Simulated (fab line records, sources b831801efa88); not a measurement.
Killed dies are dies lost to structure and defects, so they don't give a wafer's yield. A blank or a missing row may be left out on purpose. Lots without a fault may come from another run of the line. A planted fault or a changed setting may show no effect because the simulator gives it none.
Which tool did it? | flow sky130 | 6 lots, 18 wafers sampled, at 3 steps of a route of 708

WHAT THE GAUGES READ, wafer by wafer
SKY_LDD_HVN_OVL_MEAS_07.
lot  | measured     | on         | LDD_HVN_OVL (nm)
L789 | day 20 12:42 | overlay-02 | -0.5 0.0 -1.3
L791 | day 22 09:08 | overlay-02 | 1.3 0.1 0.6
L794 | day 23 09:27 | overlay-02 | 55.7 55.3 57.1
L799 | day 24 07:47 | overlay-01 | 55.6 54.6 54.4
L802 | day 25 17:06 | overlay-01 | -0.7 -0.4 0.5
L809 | day 27 23:05 | overlay-01 | -0.9 0.1 -0.6

WHICH TOOL RAN EACH LOT (tool, then ch and the chambers of the sampled wafers, then the start)
lot  | SKY_POLY_GATE_ETCH_15              | SKY_LDD_HVN_EXPOSE_04
L789 | rie_diel-04 ch 2,3, day 16 12:47   | iline_stepper-02 ch 0, day 19 21:00
L791 | rie_diel-01 ch 0,1,2, day 18 09:05 | iline_stepper-01 ch 0, day 21 19:04
L794 | rie_diel-02 ch 0,1,2, day 19 09:32 | iline_stepper-02 ch 0, day 22 18:13
L799 | rie_diel-01 ch 1,2,3, day 20 11:06 | iline_stepper-02 ch 0, day 23 17:28
L802 | rie_diel-01 ch 0,1,3, day 21 17:53 | iline_stepper-01 ch 0, day 25 01:50
L809 | rie_diel-01 ch 1,2,3, day 24 04:20 | iline_stepper-01 ch 0, day 27 09:44
- SKY_POLY_GATE_ETCH_15: etches BARC in N2/H2, stops on SiO2, time 118.5 s, target depth 110 nm.
- SKY_LDD_HVN_EXPOSE_04: exposes mask HVNTM, target cd 700 nm.

THE ANSWER, worked out from the rows above alone
Rule: what is usual is taken from the lots themselves. Put in order of their means at a reading, lots are off if they are a third of the lots or fewer, leave a main group of 4 or more, and stand apart from it by a gap of 3 or more times the standard deviation of the main group's means; of several such gaps the widest counts. A main group whose means are all the same, to the digits that the tables above print for the reading, isn't used. A lot without any number at a reading at which 4 lots or more have one is off too. The other lots that the step has rows for count as sound.
Off: L794, L799, at SKY_LDD_HVN_OVL_MEAS_07 (LDD_HVN_OVL). The main group: mean -0.1 nm, standard deviation 0.49.
A tool fits if, at a process step before that reading, it ran every lot that is off, and no sound lot after the first of them. The gauges at SKY_LDD_HVN_OVL_MEAS_07 are tried like those tools. One fits: iline_stepper-02 at SKY_LDD_HVN_EXPOSE_04. Its last sound lot is L789 (day 19 21:00), its first lot that is off L794 (day 22 18:13): a fault that began between those two fits.

WHAT THE SIMULATOR HAD PUT IN
Scanner matching overlay: iline_stepper-02, from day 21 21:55 on, at SKY_LDD_HVN_EXPOSE_04. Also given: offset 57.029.
Lots struck among those shown: L794, L799. The rule above found the same.
